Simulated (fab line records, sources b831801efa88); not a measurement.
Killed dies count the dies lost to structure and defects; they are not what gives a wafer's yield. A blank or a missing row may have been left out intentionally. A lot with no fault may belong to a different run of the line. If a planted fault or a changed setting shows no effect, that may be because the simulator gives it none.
Split-lot trial + flow gf180mcu + 5 lots, 23 wafers read, on a route of 602 steps

ON THE SPLIT
At GF_V4_CMP_04 (polishes SiO2), the setting leaveAboveRefNm was moved away from the recipe's 632.5 nm on 8 of the 23 wafers read, by -3.0% to +4.5%. The other wafers ran this setting at the recipe's value.

FROM THE SPLIT TO THE READING: what the file shows between them, 4 steps
- GF_V4_PEB_12: peb time 90 s (also split here: pebTempC)
- GF_V4_DEVELOP_13: develop time 60 s
- GF_V4_CD_MEAS_14: target cd 260 nm
- GF_V4_ETCH_16: etches BARC in N2/H2

THE READING
oesProductAu, in a.u., at GF_V4_ETCH_17 (etches SiO2 in C4F8/O2/Ar, stops on TiN, target depth 630 nm). On this fab line, fault-free wafers typically give 0.856 a.u. with a standard deviation of 0.0051 a.u.

| wafer  | tool, chamber at the split | leaveAboveRefNm as run, nm | against the recipe | oesProductAu, a.u. | against lot-mates on the recipe |
|--------|----------------------------|----------------------------|--------------------|--------------------|---------------------------------|
| L074.1 | cmp-02, 1                  | 651.1                      | +2.9%              | 0.872              | +0.015                          |
| L074.3 | cmp-02, 2                  | 632.5                      | recipe             | 0.862              | -                               |
| L074.4 | cmp-02, 0                  | 651.1                      | +2.9%              | 0.867              | +0.010                          |
| L074.5 | cmp-02, 0                  | 651.1                      | +2.9%              | 0.876              | +0.019                          |
| L074.6 | cmp-02, 3                  | 632.5                      | recipe             | 0.851              | -                               |
| L076.1 | cmp-02, 3                  | 613.6                      | -3.0%              | 0.838              | -0.015                          |
| L076.2 | cmp-02, 1                  | 632.5                      | recipe             | 0.852              | -                               |
| L076.4 | cmp-02, 2                  | 613.6                      | -3.0%              | 0.831              | -0.022                          |
| L076.5 | cmp-02, 3                  | 632.5                      | recipe             | 0.854              | -                               |
| L076.6 | cmp-02, 2                  | 613.6                      | -3.0%              | 0.845              | -0.008                          |
| L077.1 | cmp-01, 2                  | 632.5                      | recipe             | 0.855              | -                               |
| L077.2 | cmp-01, 1                  | 632.5                      | recipe             | 0.854              | -                               |
| L077.3 | cmp-01, 0                  | 632.5                      | recipe             | 0.854              | -                               |
| L077.4 | cmp-01, 3                  | 632.5                      | recipe             | 0.851              | -                               |
| L077.5 | cmp-01, 3                  | 632.5                      | recipe             | 0.857              | -                               |
| L079.1 | cmp-02, 2                  | 632.5                      | recipe             | 0.859              | -                               |
| L079.2 | cmp-02, 0                  | 632.5                      | recipe             | 0.859              | -                               |
| L079.5 | cmp-02, 0                  | 632.5                      | recipe             | 0.856              | -                               |
| L082.1 | cmp-02, 2                  | 632.5                      | recipe             | 0.854              | -                               |
| L082.2 | cmp-02, 3                  | 660.8                      | +4.5%              | 0.888              | +0.029                          |
| L082.4 | cmp-02, 1                  | 660.8                      | +4.5%              | 0.879              | +0.020                          |
| L082.5 | cmp-02, 0                  | 632.5                      | recipe             | 0.854              | -                               |
| L082.6 | cmp-02, 3                  | 632.5                      | recipe             | 0.869              | -                               |

FIT RESULTS
A straight line over all 23 wafers: oesProductAu changes by +0.00589 a.u. for each +1% of leaveAboveRefNm; r = +0.93; the points scatter about the line by 0.0049 a.u.
The same after taking each lot's own level away (the mean of its wafers on the recipe; 23 wafers): +0.00524 a.u. for each +1%; r = +0.92; scatter 0.0045 a.u.
That fit puts the effect of the largest move of leaveAboveRefNm on the reading at 0.023 a.u.
Across the lots, their own levels run from 0.8530 to 0.8590 a.u., a range of 1.2 times the standard deviation given above.
In other words, the slope is changed by the lot-to-lot level; the two fits disagree.
Check: for one of the wafers moved furthest among these (+4.5%), held out of the fit, the line's prediction against its lot-mates is +0.022 a.u. It came out at +0.029 a.u. against them.

OTHER SPLITS ON THESE WAFERS
Note: prior to the reading, these wafers also went through further splits. Each is held against what the fit with the lots' levels taken away leaves over:
| other split on the same wafers     | wafers away from the commonest value | r with oesProductAu (lot level and that fit taken away) |
|------------------------------------|--------------------------------------|---------------------------------------------------------|
| GF_V2_SPUTTER_21 chamberPressurePa | 18                                   | -0.04                                                   |
| GF_M3_SPUTTER_01 powerW            | 8                                    | +0.20                                                   |
| GF_M3_PEB_12 pebTimeS              | 9                                    | +0.12                                                   |
| GF_V3_CVD_02 timeS                 | 5                                    | -0.42                                                   |
| GF_M4_SPUTTER_04 timeS             | 8                                    | +0.21                                                   |
| GF_M4_METAL_ETCH_16 timeS          | 7                                    | +0.37                                                   |
| GF_V4_PEB_12 pebTempC              | 5                                    | -0.49                                                   |

THE WHOLE CHAIN: every reading that the file lists as answering this split, in the file's order
| step          | what it does                                                 | reading                                                                  | change (the file's fit)                   | r (the file's) |
|---------------|--------------------------------------------------------------|--------------------------------------------------------------------------|-------------------------------------------|----------------|
| GF_V4_CMP_04  | polishes SiO2                                                | SiO2_of_V4_CVD_02.thkNm (the simulator's own value, which no gauge read) | +6.28 nm for each +1% of the setting      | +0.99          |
| GF_V4_ETCH_17 | etches SiO2 in C4F8/O2/Ar, stops on TiN, target depth 630 nm | oesProductAu                                                             | +0.00533 a.u. for each +1% of the setting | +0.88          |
| GF_V4_ETCH_17 | etches SiO2 in C4F8/O2/Ar, stops on TiN, target depth 630 nm | V4.featureDepthNm (the simulator's own value, which no gauge read)       | +6.26 nm for each +1% of the setting      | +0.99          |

THE FILE'S OWN FIT
oesProductAu changes by +0.00533 a.u. for each +1% of leaveAboveRefNm, r = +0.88.
